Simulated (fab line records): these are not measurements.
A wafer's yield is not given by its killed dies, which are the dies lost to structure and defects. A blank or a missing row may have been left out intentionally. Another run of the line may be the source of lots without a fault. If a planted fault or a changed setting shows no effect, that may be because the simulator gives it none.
Which tool did it? || flow sky130 || 42 wafers from 14 lots sampled at 3 of the route's 708 steps

## WHAT EACH GAUGE READ, for each wafer
SKY_NWELL_TW_MEAS_15. Usual: NWELL_TW 1832, standard deviation 24.
{"lot": "L815", "measured": "day 4 19:42", "on": "film-metro-01", "NWELL_TW": "1821 1812 1816", "flag": ""}
{"lot": "L816", "measured": "day 5 00:22", "on": "film-metro-03", "NWELL_TW": "1784 1805 1808", "flag": ""}
{"lot": "L819", "measured": "day 5 14:29", "on": "film-metro-01", "NWELL_TW": "1831 1809 1806", "flag": ""}
{"lot": "L821", "measured": "day 6 04:39", "on": "film-metro-04", "NWELL_TW": "1860 1860 1853", "flag": ""}
{"lot": "L822", "measured": "day 6 09:49", "on": "film-metro-04", "NWELL_TW": "1854 1859 1854", "flag": ""}
{"lot": "L823", "measured": "day 6 16:07", "on": "film-metro-04", "NWELL_TW": "1859 1858 1832", "flag": ""}
{"lot": "L824", "measured": "day 6 23:13", "on": "film-metro-01", "NWELL_TW": "1812 1804 1804", "flag": ""}
{"lot": "L825", "measured": "day 7 06:40", "on": "film-metro-01", "NWELL_TW": "1822 1815 1823", "flag": ""}
{"lot": "L826", "measured": "day 7 12:14", "on": "film-metro-01", "NWELL_TW": "1813 1822 1805", "flag": ""}
{"lot": "L831", "measured": "day 8 16:09", "on": "film-metro-04", "NWELL_TW": "1852 1860 1847", "flag": ""}
{"lot": "L834", "measured": "day 9 07:47", "on": "film-metro-04", "NWELL_TW": "1868 1865 1870", "flag": ""}
{"lot": "L836", "measured": "day 9 17:49", "on": "film-metro-01", "NWELL_TW": "1714 1711 1714", "flag": "OFF"}
{"lot": "L837", "measured": "day 10 00:11", "on": "film-metro-01", "NWELL_TW": "1725 1717 1726", "flag": "OFF"}
{"lot": "L838", "measured": "day 10 03:03", "on": "film-metro-04", "NWELL_TW": "1872 1868 1881", "flag": ""}

SKY_NWELL_RS_MEAS_29: a four-point-probe measurement. Usual: NWELL_RS 625.3 ohm/sq, standard deviation 1.6.
{"lot": "L815", "measured": "day 5 13:58", "on": "film-metro-04", "NWELL_RS (ohm/sq)": "628.2 627.1 627.7", "flag": ""}
{"lot": "L816", "measured": "day 5 18:48", "on": "film-metro-03", "NWELL_RS (ohm/sq)": "625.4 626.4 626.7", "flag": ""}
{"lot": "L819", "measured": "day 6 09:43", "on": "film-metro-01", "NWELL_RS (ohm/sq)": "624.4 626.8 626.3", "flag": ""}
{"lot": "L821", "measured": "day 6 23:30", "on": "film-metro-03", "NWELL_RS (ohm/sq)": "623.8 623.5 623.3", "flag": ""}
{"lot": "L822", "measured": "day 7 05:29", "on": "film-metro-04", "NWELL_RS (ohm/sq)": "621.1 624.4 626.2", "flag": ""}
{"lot": "L823", "measured": "day 7 12:31", "on": "film-metro-04", "NWELL_RS (ohm/sq)": "624.7 624.7 624.2", "flag": ""}
{"lot": "L824", "measured": "day 7 19:43", "on": "film-metro-01", "NWELL_RS (ohm/sq)": "627.8 628.2 627.6", "flag": ""}
{"lot": "L825", "measured": "day 8 01:52", "on": "film-metro-03", "NWELL_RS (ohm/sq)": "626.1 624.6 623.9", "flag": ""}
{"lot": "L826", "measured": "day 8 08:37", "on": "film-metro-04", "NWELL_RS (ohm/sq)": "625.1 626.2 624.5", "flag": ""}
{"lot": "L831", "measured": "day 9 15:27", "on": "film-metro-01", "NWELL_RS (ohm/sq)": "626.0 623.3 624.6", "flag": ""}
{"lot": "L834", "measured": "day 10 06:56", "on": "film-metro-01", "NWELL_RS (ohm/sq)": "623.7 625.5 625.1", "flag": ""}
{"lot": "L836", "measured": "day 10 17:41", "on": "film-metro-01", "NWELL_RS (ohm/sq)": "698.9 698.4 699.1", "flag": "OFF"}
{"lot": "L837", "measured": "day 10 23:47", "on": "film-metro-01", "NWELL_RS (ohm/sq)": "697.1 696.8 696.5", "flag": "OFF"}
{"lot": "L838", "measured": "day 11 03:20", "on": "film-metro-01", "NWELL_RS (ohm/sq)": "623.0 622.1 622.7", "flag": ""}

## WHAT TOOL EACH LOT RAN ON (gives the tool, then ch and the chambers of the sampled wafers, and finally the start)
{"lot": "L815", "SKY_NWELL_IMPLANT_11": "implanter-04 ch 0, day 4 19:09"}
{"lot": "L816", "SKY_NWELL_IMPLANT_11": "implanter-02 ch 0, day 4 23:49"}
{"lot": "L819", "SKY_NWELL_IMPLANT_11": "implanter-04 ch 0, day 5 13:56"}
{"lot": "L821", "SKY_NWELL_IMPLANT_11": "implanter-04 ch 0, day 6 04:07"}
{"lot": "L822", "SKY_NWELL_IMPLANT_11": "implanter-01 ch 0, day 6 09:16"}
{"lot": "L823", "SKY_NWELL_IMPLANT_11": "implanter-02 ch 0, day 6 15:35"}
{"lot": "L824", "SKY_NWELL_IMPLANT_11": "implanter-04 ch 0, day 6 22:43"}
{"lot": "L825", "SKY_NWELL_IMPLANT_11": "implanter-02 ch 0, day 7 06:08"}
{"lot": "L826", "SKY_NWELL_IMPLANT_11": "implanter-04 ch 0, day 7 11:43"}
{"lot": "L831", "SKY_NWELL_IMPLANT_11": "implanter-04 ch 0, day 8 15:37"}
{"lot": "L834", "SKY_NWELL_IMPLANT_11": "implanter-01 ch 0, day 9 07:14"}
{"lot": "L836", "SKY_NWELL_IMPLANT_11": "implanter-04 ch 0, day 9 17:19"}
{"lot": "L837", "SKY_NWELL_IMPLANT_11": "implanter-04 ch 0, day 9 23:38"}
{"lot": "L838", "SKY_NWELL_IMPLANT_11": "implanter-01 ch 0, day 10 02:31"}
- SKY_NWELL_IMPLANT_11

## AS READ BY THE TOOLS THEMSELVES (means over the sampled wafers that have a number; for cases with no such wafer, the mark the record gives instead)
SKY_NWELL_IMPLANT_11. Usual: beam-energy-keV 400.01, standard deviation 0.12; beam-on-s 10.02 s, standard deviation 0.23; faraday-current-uA 107.0, standard deviation 2.4.
{"lot": "L815", "tool": "implanter-04", "beam-energy-keV": 400.02, "beam-on-s (s)": 9.93, "faraday-current-uA": 107.7, "flag": ""}
{"lot": "L816", "tool": "implanter-02", "beam-energy-keV": 400.05, "beam-on-s (s)": 10.19, "faraday-current-uA": 105.2, "flag": ""}
{"lot": "L819", "tool": "implanter-04", "beam-energy-keV": 400.01, "beam-on-s (s)": 10.01, "faraday-current-uA": 107.0, "flag": ""}
{"lot": "L821", "tool": "implanter-04", "beam-energy-keV": 400.05, "beam-on-s (s)": 9.94, "faraday-current-uA": 107.5, "flag": ""}
{"lot": "L822", "tool": "implanter-01", "beam-energy-keV": 399.95, "beam-on-s (s)": 10.02, "faraday-current-uA": 106.9, "flag": ""}
{"lot": "L823", "tool": "implanter-02", "beam-energy-keV": 400.00, "beam-on-s (s)": 9.92, "faraday-current-uA": 108.0, "flag": ""}
{"lot": "L824", "tool": "implanter-04", "beam-energy-keV": 400.02, "beam-on-s (s)": 10.04, "faraday-current-uA": 107.0, "flag": ""}
{"lot": "L825", "tool": "implanter-02", "beam-energy-keV": 399.84, "beam-on-s (s)": 10.14, "faraday-current-uA": 105.8, "flag": ""}
{"lot": "L826", "tool": "implanter-04", "beam-energy-keV": 399.99, "beam-on-s (s)": 9.81, "faraday-current-uA": 109.2, "flag": ""}
{"lot": "L831", "tool": "implanter-04", "beam-energy-keV": 399.95, "beam-on-s (s)": 9.97, "faraday-current-uA": 107.7, "flag": ""}
{"lot": "L834", "tool": "implanter-01", "beam-energy-keV": 399.95, "beam-on-s (s)": 9.94, "faraday-current-uA": 107.9, "flag": ""}
{"lot": "L836", "tool": "implanter-04", "beam-energy-keV": 400.01, "beam-on-s (s)": 8.32, "faraday-current-uA": 129.0, "flag": "OFF"}
{"lot": "L837", "tool": "implanter-04", "beam-energy-keV": 400.19, "beam-on-s (s)": 8.25, "faraday-current-uA": 129.7, "flag": "OFF"}
{"lot": "L838", "tool": "implanter-01", "beam-energy-keV": 400.04, "beam-on-s (s)": 10.11, "faraday-current-uA": 106.0, "flag": ""}

## THE ANSWER, worked out from the rows above alone
Rule: lot off if the mean of its wafers having a number is beyond 3 standard deviations from the usual mean. Also off: a lot with no number at a reading for which 4 or more lots have one. Any other lot the step has rows for is counted as sound. Order of review: gauges by route order, followed by the tools' own readings, for which a lot's mean as printed above is used. The first step at which some lot is off is used, and at that step the reading that is off furthest; a lot without a number counts as furthest.
Off: L836, L837, at SKY_NWELL_TW_MEAS_15 (NWELL_TW).
A tool fits if, at a process step before that reading, it ran every lot that is off, and no sound lot after the first of them. Not tried: the gauges at SKY_NWELL_TW_MEAS_15; whatever is off there is also off at SKY_NWELL_IMPLANT_11, on other tools, and gauge error can't account for it. One candidate fits, namely implanter-04 at SKY_NWELL_IMPLANT_11. Its last sound lot is L831 (day 8 15:37), its first lot that is off L836 (day 9 17:19): a fault that began between those two fits.
The tool's own readings at SKY_NWELL_IMPLANT_11 bear it out: on the lots that are off they differ by more than 5 times the standard deviation of the sound lots' means. beam-on-s reads 8.29 s there against 10.00 s on the sound lots; faraday-current-uA reads 129.3 there against 107.2 on the sound lots.

## WHAT THE SIMULATOR PUT IN
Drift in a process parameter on implanter-04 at SKY_NWELL_IMPLANT_11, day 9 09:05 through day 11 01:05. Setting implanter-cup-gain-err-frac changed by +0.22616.
Lots struck among those shown: L836, L837. Same finding as the rule above.
